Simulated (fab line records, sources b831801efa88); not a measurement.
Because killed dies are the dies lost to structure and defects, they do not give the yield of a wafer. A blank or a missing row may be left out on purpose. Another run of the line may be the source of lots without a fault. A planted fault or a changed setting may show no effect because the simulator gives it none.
fab line records	flow gf180mcu
record: lots: 5	wafers: 23
route steps=602 shown POLY_GATE@170 HV_LDD@182 PSD@252 SAB@277 CONTACT@291
start_h: the number of hours between the record's first day and the start of the first shown wafer of the lot	wait_h: hours elapsed since this lot's preceding step	" the same as in the row above	L1.1+2: several wafers, shown together as one row	- no value, or no start was given	* or withheld: withheld	< > ~ a bound
route shown NAME@n: NAME is a module with steps in the file, n the number in the route of the first one	usual: mean and standard deviation over wafers with no fault	same: alike in all rows	chamber/n: place in a boat	sites: each site's reading	_std_site: the standard deviation of these	_edge_site: mean of outer sites minus mean of inner sites	radius_mm: for every site, how far away it sits from the centre of the wafer	mask NAME#n: copy n	behind: the last tool/chamber to shape the wafer	hold: reason for holding the lot/hours on hold/outcome of the hold	device: the n, p or np transistor that did not switch	end of line: the tests these same wafers got at the end of their route	a step given without rows: its recipe and nothing more	killed: dies that structure and defects cost at the first sort, which is not the same as the wafer's yield	map: dies across one wafer; x = killed, . = not, _ = none there
set.NAME: the setting the step ran with; set.NAME@STEP: the setting that earlier step ran with	model.NAME: the simulator's own value behind a step, which no gauge read
one table per step and one row per wafer, for lots whose settings were changed on purpose
== steps ==
step: GF_POLY_GATE_ETCH_13
recipe: target: poly-Si	target_depth_nm: 198.5	stop_on: SiO2	over_etch_frac: 0.403	chemistry: HBr/Cl2	icp_w: 400	bias_w: 100	pressure_mtorr: 10	HBr_flow_sccm: 150	Cl2_flow_sccm: 50	time_s: 69.6
lot.wafer	tool	chamber	start_h	wait_h	set.time_s	set.peb_temp_c@POLY_GATE_PEB_08	model.POLY_GATE.feature_depth_nm	model.POLY_GATE.cd_nm
L074.1	rie_si-02	1	198.64	-	69.6	135	195.3	280.2
L074.2	"	0	"	"	69.6	135	195.9	276.7
L074.3	"	3	"	"	69.6	133.3	198.1	283.7
L074.4	"	2	"	"	69.6	135	193.8	278.5
L074.5	"	3	"	"	69.6	133.3	197.8	283.3
L081.1	rie_si-02	0	253.27	-	60.54	135	172.3	277.9
L081.2	"	2	"	"	69.6	138	195.4	273.6
L081.3	"	1	"	"	60.54	138	171.9	273.2
L081.5	"	0	"	"	69.6	135	197.3	279.2
L081.6	"	1	"	"	69.6	135	199.7	280.1
L082.1	rie_si-02	1	260.38	-	69.6	135	196.1	278.5
L082.2	"	3	"	"	69.6	135	198.3	278.2
L082.4	"	0	"	"	69.6	135	196.7	276.3
L082.5	"	0	"	"	69.6	135	196.2	276.6
L082.6	"	1	"	"	69.6	135	194.8	277.8
L084.2	rie_si-02	3	270.43	-	69.6	135	197.7	279.4
L084.4	"	0	"	"	69.6	135	195.9	278.6
L084.6	"	1	"	"	69.6	135	197.2	278.9
L085.1	rie_si-02	1	276.07	-	59.84	135	169.9	279.3
L085.2	"	0	"	"	69.6	136.4	197.5	273
L085.3	"	3	"	"	69.6	135	199.1	281
L085.4	"	1	"	"	59.84	136.4	170.3	275.8
L085.6	"	0	"	"	69.6	136.4	197.2	274
step: GF_POLY_GATE_STRIP_14
recipe: chemistry: O2/N2	power_w: 1400	pressure_mtorr: 1500	platen_temp_c: 250	o2_flow_sccm: 3000	n2_flow_sccm: 300	overash_fraction: 0.5
step: GF_POLY_GATE_CLEAN_15
recipe: chemistry: SC1/SC2	mix: 1:4:20	temp_c: 70	time_s: 150	dry: n2_spin
step: GF_POLY_GATE_OXIDATION_16
recipe: temp_c: 850	ambient: O2	stabilise_s: 600	purge_s: 300	target_thk_a: 40	ox_time_s: 899
step: GF_POLY_GATE_CD_MEAS_18
usual: cd_nm: 279.0/1.5
lot.wafer	tool	chamber	start_h	wait_h	set.peb_temp_c@POLY_GATE_PEB_08	cd_nm
L074.1	cd_sem-01	-	200.16	0.1	135	280.5
L074.2	"	-	"	"	135	276.6
L074.3	"	-	"	"	133.3	283.8
L074.4	"	-	"	"	135	278.6
L074.5	"	-	"	"	133.3	283.6
L081.1	cd_sem-02	-	254.79	0.1	135	277.9
L081.2	"	-	"	"	138	273.9
L081.3	"	-	"	"	138	273.3
L081.5	"	-	"	"	135	279.1
L081.6	"	-	"	"	135	280.3
L082.1	cd_sem-01	-	262.82	0.1	135	278.6
L082.2	"	-	"	"	135	278.5
L082.4	"	-	"	"	135	276.5
L082.5	"	-	"	"	135	276.8
L082.6	"	-	"	"	135	278.2
L084.2	cd_sem-02	-	272.00	0.1	135	279.0
L084.4	"	-	"	"	135	278.5
L084.6	"	-	"	"	135	279.1
L085.1	cd_sem-01	-	277.82	0.1	135	279.0
L085.2	"	-	"	"	136.4	272.7
L085.3	"	-	"	"	135	280.8
L085.4	"	-	"	"	136.4	275.9
L085.6	"	-	"	"	136.4	273.8
step: GF_HV_LDD_DEVELOP_06
recipe: develop_time_s: 60	dev_temp_c: 23
lot.wafer	tool	chamber	start_h	wait_h	set.develop_time_s
L074.1+2+5	litho_track-04	0	217.71	0.1	60
L074.3+4	"	0	"	"	63.37
L081.1+2+6	litho_track-01	0	273.58	0.1	57.49
L081.3+5	"	0	"	"	60
L082.1+2+4+5+6	litho_track-03	0	282.03	0.1	60
L084.2+4+6	litho_track-01	0	291.85	0.1	60
L085.1+3+4	litho_track-03	0	297.68	0.1	60
L085.2+6	"	0	"	"	54.88
step: GF_HV_LDD_CD_MEAS_07
recipe: target_cd_nm: 400
usual: cd_nm: 401.2/1.8
lot.wafer	tool	chamber	start_h	wait_h	set.develop_time_s@HV_LDD_DEVELOP_06	cd_nm
L074.1	cd_sem-02	-	217.86	0.1	60	400.0
L074.2	"	-	"	"	60	400.8
L074.3	"	-	"	"	63.37	405.6
L074.4	"	-	"	"	63.37	405.2
L074.5	"	-	"	"	60	399.6
L081.1	cd_sem-02	-	273.73	0.1	57.49	394.3
L081.2	"	-	"	"	57.49	398.5
L081.3	"	-	"	"	60	402.2
L081.5	"	-	"	"	60	399.7
L081.6	"	-	"	"	57.49	396.9
L082.1	cd_sem-01	-	282.18	0.1	60	401.2
L082.2	"	-	"	"	60	401.4
L082.4	"	-	"	"	60	399.6
L082.5	"	-	"	"	60	399.1
L082.6	"	-	"	"	60	402.4
L084.2	cd_sem-02	-	292.00	0.1	60	400.5
L084.4	"	-	"	"	60	402.9
L084.6	"	-	"	"	60	404.1
L085.1	cd_sem-01	-	297.83	0.1	60	402.9
L085.2	"	-	"	"	54.88	392.3
L085.3	"	-	"	"	60	399.5
L085.4	"	-	"	"	60	400.5
L085.6	"	-	"	"	54.88	391.1
step: GF_HV_LDD_COAT_41
recipe: resist: NOVOLAK	spin_rpm: 3000	resist_thk_nm: 1000
lot.wafer	tool	chamber	start_h	wait_h	set.resist_thk_nm	model.NOVOLAK_of_HV_LDD_COAT_41.thk_nm
L074.1+2	litho_track-03	0	263.48	0.1	1038	1038
L074.3	"	0	"	"	1000	1000
L074.4	"	0	"	"	1000	998.2
L074.5	"	0	"	"	1000	998
L081.1	litho_track-03	0	327.18	0.1	1000	997.3
L081.2	"	0	"	"	1000	995.9
L081.3	"	0	"	"	964.5	958.8
L081.5	"	0	"	"	964.5	960.5
L081.6	"	0	"	"	964.5	961.4
L082.1	litho_track-03	0	335.23	0.1	1000	999.5
L082.2	"	0	"	"	1000	999.2
L082.4	"	0	"	"	1055	1056
L082.5	"	0	"	"	1055	1053
L082.6	"	0	"	"	1000	1001
L084.2	litho_track-03	0	346.85	0.1	1000	998.8
L084.4	"	0	"	"	1000	998.7
L084.6	"	0	"	"	1000	997.4
L085.1	litho_track-01	0	353.88	0.1	1000	1002
L085.2	"	0	"	"	962	960.7
L085.3	"	0	"	"	962	963.7
L085.4	"	0	"	"	962	963.1
L085.6	"	0	"	"	1000	1003
step: GF_HV_LDD_SOFTBAKE_42
recipe: temp_c: 90	time_s: 60	resist: NOVOLAK
step: GF_HV_LDD_EXPOSE_43
recipe: mask_id: Pplus_HV_AREA	target_cd_nm: 400	na: 0.6	source_shape: conventional	sigma_outer: 0.6	dose_mj: 140
step: GF_HV_LDD_PEB_44
recipe: temp_c: withheld	time_s: *	resist: NOVOLAK
step: GF_HV_LDD_DEVELOP_45
recipe: develop_time_s: 57.46	dev_temp_c: 23
lot.wafer	tool	chamber	start_h	wait_h	set.resist_thk_nm@HV_LDD_COAT_41	model.HV_LDD.cd_nm
L074.1	litho_track-01	0	272.68	0.1	1038	394
L074.2	"	0	"	"	1038	391.9
L074.3	"	0	"	"	1000	396
L074.4	"	0	"	"	1000	397.1
L074.5	"	0	"	"	1000	395.4
L081.1	litho_track-03	0	337.83	0.1	1000	398.6
L081.2	"	0	"	"	1000	400
L081.3	"	0	"	"	964.5	401.9
L081.5	"	0	"	"	964.5	400.2
L081.6	"	0	"	"	964.5	400.8
L082.1	litho_track-01	0	347.03	0.1	1000	394
L082.2	"	0	"	"	1000	394.9
L082.4	"	0	"	"	1055	389.3
L082.5	"	0	"	"	1055	387.9
L082.6	"	0	"	"	1000	394.5
L084.2	litho_track-03	0	357.85	0.1	1000	396.9
L084.4	"	0	"	"	1000	399.4
L084.6	"	0	"	"	1000	397.8
L085.1	litho_track-03	0	365.08	0.1	1000	397.3
L085.2	"	0	"	"	962	398.8
L085.3+4	"	0	"	"	962	399.7
L085.6	"	0	"	"	1000	396.1
step: GF_HV_LDD_CD_MEAS_46
recipe: target_cd_nm: 400
usual: cd_nm: 396.5/2
lot.wafer	tool	chamber	start_h	wait_h	set.resist_thk_nm@HV_LDD_COAT_41	cd_nm
L074.1	cd_sem-01	-	272.83	0.1	1038	394.0
L074.2	"	-	"	"	1038	392.0
L074.3	"	-	"	"	1000	396.0
L074.4	"	-	"	"	1000	397.1
L074.5	"	-	"	"	1000	395.4
L081.1	cd_sem-01	-	337.98	0.1	1000	398.3
L081.2	"	-	"	"	1000	400.1
L081.3	"	-	"	"	964.5	402.2
L081.5	"	-	"	"	964.5	400.2
L081.6	"	-	"	"	964.5	400.7
L082.1	cd_sem-01	-	347.18	0.1	1000	394.1
L082.2	"	-	"	"	1000	394.9
L082.4	"	-	"	"	1055	389.1
L082.5	"	-	"	"	1055	387.8
L082.6	"	-	"	"	1000	394.6
L084.2	cd_sem-01	-	358.00	0.1	1000	397.1
L084.4	"	-	"	"	1000	399.7
L084.6	"	-	"	"	1000	397.9
L085.1	cd_sem-01	-	365.23	0.1	1000	397.4
L085.2	"	-	"	"	962	398.8
L085.3	"	-	"	"	962	399.9
L085.4	"	-	"	"	962	400.0
L085.6	"	-	"	"	1000	396.3
step: GF_HV_LDD_STRIP_49
recipe: chemistry: O2/N2	power_w: 1400	pressure_mtorr: 1500	platen_temp_c: 250	o2_flow_sccm: 3000	n2_flow_sccm: 300	overash_fraction: 0.5
usual: strip_time_to_endpoint_s: 12.62/0.031
lot.wafer	tool	chamber	start_h	wait_h	set.o2_flow_sccm	set.resist_thk_nm@HV_LDD_COAT_41	strip_time_to_endpoint_s
L074.1	plasma_asher-02	0	273.13	0.1	3000	1038	13.00
L074.2	"	1	"	"	3000	1038	12.99
L074.3	"	1	"	"	3326	1000	12.56
L074.4	"	0	"	"	3000	1000	12.60
L074.5	"	0	"	"	3326	1000	12.53
L081.1	plasma_asher-04	0	338.28	0.1	3000	1000	12.60
L081.2	"	1	"	"	3000	1000	12.56
L081.3	"	1	"	"	3000	964.5	12.15
L081.5	"	0	"	"	3000	964.5	12.16
L081.6	"	1	"	"	3000	964.5	12.17
L082.1	plasma_asher-02	0	347.48	0.1	2813	1000	12.67
L082.2	"	1	"	"	3000	1000	12.62
L082.4	"	1	"	"	2813	1055	13.23
L082.5	"	0	"	"	2813	1055	13.21
L082.6	"	1	"	"	3000	1000	12.64
L084.2	plasma_asher-04	0	358.28	0.1	3000	1000	12.61
L084.4	"	1	"	"	3000	1000	12.62
L084.6	"	0	"	"	3000	1000	12.60
L085.1	plasma_asher-04	0	365.53	0.1	3397	1000	12.56
L085.2	"	1	"	"	3000	962	12.18
L085.3	"	1	"	"	3000	962	12.22
L085.4	"	0	"	"	3397	962	12.12
L085.6	"	0	"	"	3000	1000	12.67
step: GF_PSD_EXPOSE_04
recipe: mask_id: Pplus	target_cd_nm: 400	na: 0.6	source_shape: conventional	sigma_outer: 0.6	dose_mj: 140
lot.wafer	tool	chamber	start_h	wait_h	mask	set.dose_mj
L074.1+2+3+4+5	iline_stepper-02	0	-	-	Pplus#0	140
L081.1+3+6	iline_stepper-02	0	-	-	Pplus#0	140
L081.2+5	"	0	"	"	Pplus#0	142.6
L082.1+2+5	iline_stepper-02	0	-	-	Pplus#0	148.4
L082.4+6	"	0	"	"	Pplus#0	140
L084.2+4+6	iline_stepper-01	0	-	-	Pplus#0	140
L085.1+2+6	iline_stepper-01	0	-	-	Pplus#0	148.2
L085.3+4	"	0	"	"	Pplus#0	140
step: GF_PSD_PEB_05
recipe: temp_c: withheld	time_s: *	resist: NOVOLAK
step: GF_PSD_DEVELOP_06
recipe: develop_time_s: 60	dev_temp_c: 23
step: GF_PSD_CD_MEAS_07
recipe: target_cd_nm: 400
usual: cd_nm: 399.0/2.2
lot.wafer	tool	chamber	start_h	wait_h	set.dose_mj@PSD_EXPOSE_04	cd_nm
L074.1	cd_sem-02	-	317.43	0.1	140	398.4
L074.2	"	-	"	"	140	397.4
L074.3	"	-	"	"	140	397.7
L074.4	"	-	"	"	140	397.8
L074.5	"	-	"	"	140	399.0
L081.1	cd_sem-01	-	387.32	0.1	140	399.5
L081.2	"	-	"	"	142.6	403.5
L081.3	"	-	"	"	140	397.6
L081.5	"	-	"	"	142.6	403.7
L081.6	"	-	"	"	140	398.1
L082.1	cd_sem-02	-	398.32	0.1	148.4	415.5
L082.2	"	-	"	"	148.4	417.4
L082.4	"	-	"	"	140	401.6
L082.5	"	-	"	"	148.4	416.5
L082.6	"	-	"	"	140	399.6
L084.2	cd_sem-01	-	408.90	0.1	140	397.2
L084.4	"	-	"	"	140	397.2
L084.6	"	-	"	"	140	397.5
L085.1	cd_sem-01	-	416.83	0.1	148.2	416.4
L085.2	"	-	"	"	148.2	417.0
L085.3	"	-	"	"	140	395.1
L085.4	"	-	"	"	140	400.0
L085.6	"	-	"	"	148.2	414.4
step: GF_PSD_STRIP_10
recipe: chemistry: O2/N2	power_w: 1400	pressure_mtorr: 1500	platen_temp_c: 250	o2_flow_sccm: 3000	n2_flow_sccm: 300	overash_fraction: 0.5
usual: strip_time_to_endpoint_s: 16.52/0.042
lot.wafer	tool	chamber	start_h	wait_h	set.o2_flow_sccm	strip_time_to_endpoint_s
L074.1	plasma_asher-03	0	317.73	0.1	3000	16.49
L074.2	"	1	"	"	3333	16.40
L074.3	"	1	"	"	3333	16.36
L074.4	"	0	"	"	3333	16.33
L074.5	"	0	"	"	3000	16.48
L081.1	plasma_asher-03	0	387.63	0.1	3000	16.51
L081.2	"	1	"	"	3362	16.44
L081.3	"	1	"	"	3362	16.43
L081.5	"	0	"	"	3000	16.54
L081.6	"	1	"	"	3362	16.48
L082.1	plasma_asher-02	1	398.63	0.1	3000	16.59
L082.2	"	0	"	"	3271	16.51
L082.4	"	0	"	"	3271	16.54
L082.5	"	1	"	"	3271	16.50
L082.6	"	0	"	"	3000	16.56
L084.2	plasma_asher-02	0	409.18	0.1	3000	16.54
L084.4	"	1	"	"	3000	16.57
L084.6	"	0	"	"	3000	16.56
L085.1	plasma_asher-04	1	417.13	0.1	3000	16.50
L085.2	"	0	"	"	3000	16.51
L085.3	"	0	"	"	3000	16.52
L085.4	"	1	"	"	3000	16.54
L085.6	"	1	"	"	3000	16.52
step: GF_SAB_STRIP_13
recipe: chemistry: O2/N2	power_w: 1400	pressure_mtorr: 1500	platen_temp_c: 250	o2_flow_sccm: 3000	n2_flow_sccm: 300	overash_fraction: 0.5
usual: strip_time_to_endpoint_s: 12.63/0.031
lot.wafer	tool	chamber	start_h	wait_h	set.o2_flow_sccm	strip_time_to_endpoint_s
L074.1	plasma_asher-03	0	340.08	0.0	3282	12.53
L074.2	"	1	"	"	3282	12.53
L074.3	"	0	"	"	3282	12.53
L074.4	"	1	"	"	3000	12.56
L074.5	"	0	"	"	3000	12.59
L081.1	plasma_asher-01	1	412.92	0.0	3000	12.69
L081.2	"	0	"	"	3000	12.67
L081.3	"	0	"	"	3000	12.69
L081.5	"	0	"	"	3378	12.61
L081.6	"	1	"	"	3378	12.59
L082.1	plasma_asher-03	1	423.92	0.0	3000	12.64
L082.2	"	0	"	"	3206	12.62
L082.4	"	1	"	"	3206	12.57
L082.5	"	1	"	"	3000	12.66
L082.6	"	0	"	"	3206	12.57
L084.2	plasma_asher-04	1	434.83	0.0	3000	12.65
L084.4	"	0	"	"	3000	12.65
L084.6	"	0	"	"	3000	12.62
L085.1	plasma_asher-01	0	442.92	0.0	3000	12.64
L085.2	"	1	"	"	3000	12.62
L085.3	"	0	"	"	3255	12.58
L085.4	"	1	"	"	3255	12.55
L085.6	"	1	"	"	3255	12.53
step: GF_CONTACT_CMP_04
recipe: material: SiO2	down_force_psi: 4	platen_rpm: 60	pad_velocity_m_s: 0.94248
lot.wafer	tool	chamber	start_h	wait_h	set.leave_above_ref_nm	model.SiO2_of_CONTACT_CVD_02.thk_nm
L074.1	cmp-01	0	341.02	0.1	560	558.2
L074.2	"	1	"	"	560	558.7
L074.4	"	2	"	"	560	559.1
L074.3	"	3	"	"	560	560.6
L074.5	"	1	"	"	560	557.9
L081.1	cmp-01	3	413.91	0.1	541.8	542
L081.2	"	0	"	"	541.8	540.4
L081.3	"	1	"	"	560	558.3
L081.5	"	2	"	"	541.8	540
L081.6	"	3	"	"	560	560.5
L082.2	cmp-02	1	424.86	0.0	560	560.5
L082.1	"	2	"	"	560	559.4
L082.4	"	0	"	"	560	559.7
L082.6	"	1	"	"	560	559.1
L082.5	"	2	"	"	560	560.3
L084.4	cmp-01	3	435.83	0.1	560	560.3
L084.2	"	1	"	"	560	559.7
L084.6	"	3	"	"	560	562.6
L085.4	cmp-02	0	443.87	0.0	530.8	532.3
L085.1+6	"	1	"	"	560	560.1
L085.2	"	2	"	"	530.8	530.1
L085.3	"	3	"	"	530.8	530.9
step: GF_CONTACT_PEB_12
recipe: peb_temp_c: 135	peb_time_s: 90	resist: KrF
lot.wafer	tool	chamber	start_h	wait_h	set.peb_time_s
L074.1+3+5	litho_track-04	0	-	-	97.25
L074.2+4	"	0	"	"	90
L081.1+2+3+5+6	litho_track-04	0	-	-	90
L082.1+2+4	litho_track-03	0	-	-	90
L082.5+6	"	0	"	"	102
L084.2+4+6	litho_track-03	0	-	-	90
L085.1+2+3	litho_track-01	0	-	-	90
L085.4+6	"	0	"	"	95.53
step: GF_CONTACT_DEVELOP_13
recipe: develop_time_s: 60	resist: KrF	dev_temp_c: 21
step: GF_CONTACT_ETCH_16
recipe: chemistry: N2/H2	target_depth_a: withheld	overetch_a: withheld	time_s: withheld	target: BARC	ion_energy_ev: 200	source_w: 500	bias_w: 100	pressure_mtorr: 30	n2_flow_sccm: 100	h2_flow_sccm: 200
step: GF_CONTACT_ETCH_17
recipe: chemistry: C4F8/O2/Ar	mask_material: KrF	target: SiO2	stop_on: CoSi2	source_w: 1500	bias_w: 1200	pressure_mtorr: 40	c4f8_flow_sccm: withheld	O2_flow_sccm: 6	Ar_flow_sccm: 300	time_s: withheld	target_depth_a: 8600
lot.wafer	tool	chamber	start_h	wait_h	set.leave_above_ref_nm@CONTACT_CMP_04	model.CONTACT.feature_depth_nm	model.etch.depth_nm
L074.1	rie_diel-03	0	-	-	560	859.2	859.2
L074.2	"	3	"	"	560	855.3	855.3
L074.3	"	2	"	"	560	854.5	854.5
L074.4	"	1	"	"	560	856.7	856.7
L074.5	"	0	"	"	560	850.8	850.8
L081.1	rie_diel-02	3	-	-	541.8	837.3	837.3
L081.2	"	0	"	"	541.8	837.5	-
L081.3	"	2	"	"	560	861.6	-
L081.5	"	2	"	"	541.8	840.6	-
L081.6	"	3	"	"	560	857.8	857.8
L082.1	rie_diel-04	2	-	-	560	859	-
L082.2	"	1	"	"	560	858.3	-
L082.4	"	0	"	"	560	864.7	864.7
L082.5	"	3	"	"	560	859.5	-
L082.6	"	0	"	"	560	856.3	-
L084.2	rie_diel-04	2	-	-	560	864.4	864.4
L084.4	"	1	"	"	560	861.4	861.4
L084.6	"	0	"	"	560	860.6	860.6
L085.1	rie_diel-04	3	-	-	560	856.7	-
L085.2	"	2	"	"	530.8	822.9	822.9
L085.3	"	0	"	"	530.8	830.5	830.5
L085.4	"	1	"	"	530.8	823.8	-
L085.6	"	2	"	"	560	858.9	858.9
== key ==
split: step: GF_POLY_GATE_ETCH_13	setting: time_s	stated: 69.6	by: wafer
response: step: GF_POLY_GATE_ETCH_13	reading: model.POLY_GATE.feature_depth_nm	change: +1.97	per: 1%	r: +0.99
split: step: GF_HV_LDD_DEVELOP_06	setting: develop_time_s	stated: 60	by: wafer
response: step: GF_HV_LDD_CD_MEAS_07	reading: cd_nm	change: +1.04	per: 1%	r: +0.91
split: step: GF_HV_LDD_COAT_41	setting: resist_thk_nm	stated: 1000	by: wafer
response: step: GF_HV_LDD_COAT_41	reading: model.NOVOLAK_of_HV_LDD_COAT_41.thk_nm	change: +10.2	per: 1%	r: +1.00
response: step: GF_HV_LDD_DEVELOP_45	reading: model.HV_LDD.cd_nm	change: -0.841	per: 1%	r: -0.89
response: step: GF_HV_LDD_CD_MEAS_46	reading: cd_nm	change: -0.869	per: 1%	r: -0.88
response: step: GF_HV_LDD_STRIP_49	reading: strip_time_to_endpoint_s	change: *	per: 1%	r: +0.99
split: step: GF_HV_LDD_STRIP_49	setting: o2_flow_sccm	stated: 3000	by: wafer
response none clear
split: step: GF_PSD_EXPOSE_04	setting: dose_mj	stated: 140	by: wafer
response: step: GF_PSD_CD_MEAS_07	reading: cd_nm	change: +2.88	per: 1%	r: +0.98
split: step: GF_PSD_STRIP_10	setting: o2_flow_sccm	stated: 3000	by: wafer
response: step: GF_PSD_STRIP_10	reading: strip_time_to_endpoint_s	change: *	per: 1%	r: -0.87
split: step: GF_SAB_STRIP_13	setting: o2_flow_sccm	stated: 3000	by: wafer
response: step: GF_SAB_STRIP_13	reading: strip_time_to_endpoint_s	change: *	per: 1%	r: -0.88
split: step: GF_CONTACT_CMP_04	setting: leave_above_ref_nm	stated: 560	by: wafer
response: step: GF_CONTACT_CMP_04	reading: model.SiO2_of_CONTACT_CVD_02.thk_nm	change: +5.61	per: 1%	r: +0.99
response: step: GF_CONTACT_ETCH_17	reading: model.CONTACT.feature_depth_nm	change: +6.25	per: 1%	r: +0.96
response: step: GF_CONTACT_ETCH_17	reading: model.etch.depth_nm	change: +6.2	per: 1%	r: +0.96
split: step: GF_CONTACT_PEB_12	setting: peb_time_s	stated: 90	by: wafer
response none clear
split outside_this_file step=GF_POLY_GATE_PEB_08 setting=peb_temp_c
split outside_this_file: this setting was split too, and the file shows its column; the key of that split is in another file
